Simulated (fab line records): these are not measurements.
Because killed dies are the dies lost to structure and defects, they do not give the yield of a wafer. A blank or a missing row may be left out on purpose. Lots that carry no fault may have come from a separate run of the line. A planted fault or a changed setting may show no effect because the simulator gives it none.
Which tool is to blame? | flow sky130 | Sampling: 14 lots, 42 wafers, 3 of 708 route steps

## WHAT THE GAUGES READ, wafer by wafer
SKY_NWELL_TW_MEAS_26. Usual: for NWELL_2_TW the level is 498 and the standard deviation is 11.
lot  | measured     | on            | NWELL_2_TW  | flag
L941 | day 5 10:13  | film metro-02 | 514 507 513 |
L942 | day 5 17:41  | film metro-04 | 492 490 486 |
L943 | day 5 21:16  | film metro-03 | 495 495 491 |
L945 | day 6 21:43  | film metro-04 | 486 486 485 |
L954 | day 9 05:55  | film metro-03 | 494 494 493 |
L956 | day 9 08:49  | film metro-04 | 489 490 488 |
L955 | day 9 09:52  | film metro-03 | 497 496 496 |
L957 | day 9 15:51  | film metro-03 | 493 493 496 |
L959 | day 10 04:29 | film metro-02 | 510 514 513 |
L958 | day 10 05:11 | film metro-04 | 485 487 485 |
L960 | day 10 10:25 | film metro-02 | 515 515 515 |
L961 | day 10 11:02 | film metro-04 | 483 484 484 |
L962 | day 10 20:05 | film metro-03 | 496 494 493 |
L963 | day 11 02:09 | film metro-03 | 494 496 493 |

SKY_SONOS_ONO_OVL_MEAS_14. Usual: for SONOS_ONO_OVL the level is 0.0 nm and the standard deviation is 1.6.
lot  | measured     | on         | SONOS_ONO_OVL (nm) | flag
L941 | day 12 13:44 | overlay-01 | 0.9 0.3 1.0        |
L942 | day 13 04:27 | overlay-02 | -1.4 1.0 -0.3      |
L943 | day 13 07:32 | overlay-02 | 1.5 0.1 1.7        |
L945 | day 14 16:08 | overlay-02 | 0.7 0.5 1.8        |
L954 | day 17 23:26 | overlay-01 | -0.9 -0.6 -0.5     |
L956 | day 18 02:44 | overlay-01 | -0.9 0.5 0.6       |
L955 | day 18 03:44 | overlay-01 | -2.7 -2.0 0.5      |
L957 | day 18 09:44 | overlay-02 | 0.9 1.3 1.6        |
L959 | day 19 05:43 | overlay-01 | -0.1 -1.7 -3.0     |
L958 | day 19 09:29 | overlay-01 | -0.7 -1.9 -0.7     |
L960 | day 19 15:29 | overlay-02 | -0.3 -1.5 0.5      |
L961 | day 19 16:38 | overlay-02 | 0.0 0.6 -1.3       |
L962 | day 20 03:14 | overlay-01 | -1.6 -0.9 0.3      |
L963 | day 20 15:11 | overlay-02 | 2.4 2.0 3.8        |

SKY_GATE_OXIDE_THK_MEAS_02. Usual: for GATE_OXIDE_OXIDATION_00_THK the level is 10.22 nm and the standard deviation is 0.18.
lot  | measured     | on            | GATE_OXIDE_OXIDATION_00_THK (nm) | flag
L941 | day 12 15:30 | film metro-03 | 10.20 10.13 10.36                |
L942 | day 13 06:13 | film metro-02 | 9.95 9.93 9.97                   |
L943 | day 13 09:25 | film metro-04 | 10.19 10.26 10.24                |
L945 | day 14 18:18 | film metro-04 | 9.98 9.89 9.84                   |
L954 | day 18 01:16 | film metro-04 | 10.54 10.40 10.30                |
L956 | day 18 05:31 | film metro-04 | 10.17 10.10 10.29                |
L955 | day 18 07:59 | film metro-04 | 10.65 10.53 10.67                |
L957 | day 18 12:05 | film metro-03 | 10.19 10.12 10.05                |
L959 | day 19 07:38 | film metro-02 | 10.27 10.24 10.42                |
L958 | day 19 12:10 | film metro-02 | 10.11 10.29 10.15                |
L960 | day 19 17:40 | film metro-04 | 10.15 10.22 10.03                |
L961 | day 19 19:04 | film metro-03 | 10.49 10.36 10.57                |
L962 | day 20 04:59 | film metro-02 | 10.09 10.15 10.04                |
L963 | day 20 17:29 | film metro-02 | 9.95 9.97 10.07                  |

## WHICH TOOL RAN EACH LOT (tool, then ch and the chambers of the sampled wafers, then the start)
The record holds no process step before these readings.

## AS READ BY THE TOOLS THEMSELVES (means over the sampled wafers that have a number; for cases with no such wafer, the mark the record gives instead)
The record holds no such reading with a usual standard deviation.

## THE ANSWER, worked out from the rows above alone
Rule: a lot is off if the mean of its wafers that have a number lies more than 3 standard deviations from the usual mean. A lot without any number at a reading at which 4 lots or more have one is off too. Any other lot the step has rows for is counted as sound. After the gauges, taken in route order, come the tools' own readings; for these a lot's mean is taken, as printed above. At the first step where some lot is off, the reading lying furthest off is the one used; lots without a number count as furthest.
None of the lots is off at any reading shown; this tells nothing.

## WHAT WAS PUT IN BY THE SIMULATOR
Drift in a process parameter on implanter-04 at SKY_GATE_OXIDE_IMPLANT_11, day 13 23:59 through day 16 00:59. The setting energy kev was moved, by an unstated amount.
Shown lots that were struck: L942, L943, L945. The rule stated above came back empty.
